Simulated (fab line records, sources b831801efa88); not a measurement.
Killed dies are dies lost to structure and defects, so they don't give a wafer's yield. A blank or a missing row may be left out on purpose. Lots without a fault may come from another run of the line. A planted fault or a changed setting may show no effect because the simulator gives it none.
Problem report in the 8D (eight disciplines) form, filled by code | flow sfq_line | the parts of the form that need people (team, actions taken, sign-off) are left out

1. THE PROBLEM
oes_product_au at SFQ_TRILAYER_M1_ETCH_METAL_ETCH_042 reads a mean of 0.691 a.u. on 2 wafers of 2 lots; wafers without a fault read 0.896 a.u. with a standard deviation of 0.0071. That is -29 standard deviations from the usual mean.
The step: etches Nb in Cl2/Ar, stops on SiO2, target depth 240 nm, time 120 s.
First seen on wafer L927.4, day 34 08:01, on rie_metal-01. The record holds 18 wafers of 6 lots with a number at this step. Rule for "out", or "out of limits": more than 4 standard deviations from the usual mean. The other wafers with a number count as sound.

2. WHAT IT IS AND WHAT IT IS NOT
question                    | is                | is not
which readings at this step | oes_product_au    | drypump_motor_current_A
which lots                  | L927, L928        | L916, L922, L929, L930
which wafers of those lots  | L927.4, L928.5    | L927.1, L927.3, L928.1, L928.3
read on which tools         | rie_metal-01      | rie_metal-02
when                        | from day 34 08:01 | up to then (8 sound wafers); but 8 sound wafers of L928, L929, L930 came after

3. SUSPECTS, AND WHAT RULES EACH OUT
Counting: a tool at a process step up to the reading stays a suspect if it ran every lot that is out. Sound lots after the first of them don't rule it out here, since some wafers of a struck lot are sound.
- rie_metal-01 at SFQ_TRILAYER_M1_ETCH_METAL_ETCH_042 (etches Nb in Cl2/Ar, stops on SiO2, target depth 240 nm, time 120 s): kept. It ran every lot that is out, first L927 (day 34 08:01); its last sound lot up to then is L916 (day 22 19:22). Its own readings are out on those wafers: oes_product_au.
Left after counting: rie_metal-01 at SFQ_TRILAYER_M1_ETCH_METAL_ETCH_042.

4. THE CAUSE (what the simulator had put in)
Process parameter drift: rie_metal-01, from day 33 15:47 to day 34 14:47, at SFQ_TRILAYER_M1_ETCH_METAL_ETCH_042. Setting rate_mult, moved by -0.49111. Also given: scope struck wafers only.
Counting left only this tool.

5. THE CHAIN OF EFFECTS, in route order
Each row: a reading whose mean over the struck wafers that have a number lies more than 3 standard deviations from the usual. Only readings for which the record gives a usual standard deviation are gone through. hours: the time from each lot's start at the first step in this table that gives one to its start at this step, as a median over the lots. sigmas: the change in usual standard deviations.
hours | step                                | reading        | usual      | on struck wafers | change | sigmas
0     | SFQ_TRILAYER_M1_ETCH_METAL_ETCH_042 | oes_product_au | 0.896 a.u. | 0.691            | -0.205 | -29
The process steps in it:
- SFQ_TRILAYER_M1_ETCH_METAL_ETCH_042: etches Nb in Cl2/Ar, stops on SiO2, target depth 240 nm, time 120 s.
Later measuring or inspecting steps at which every struck wafer that the step has a row for has a number for every such reading, and none has moved that far: SFQ_I1_BOW_MEAS_912, SFQ_I1_OVL_MEAS_913, SFQ_M2_RS_MEAS_914, SFQ_M2_OVL_MEAS_916, SFQ_M8_BOW_MEAS_951.

6. WHAT WOULD HAVE CAUGHT IT SOONER
In this record the first reading out of limits was taken at day 34 08:01, 16 hours after the fault began at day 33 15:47.
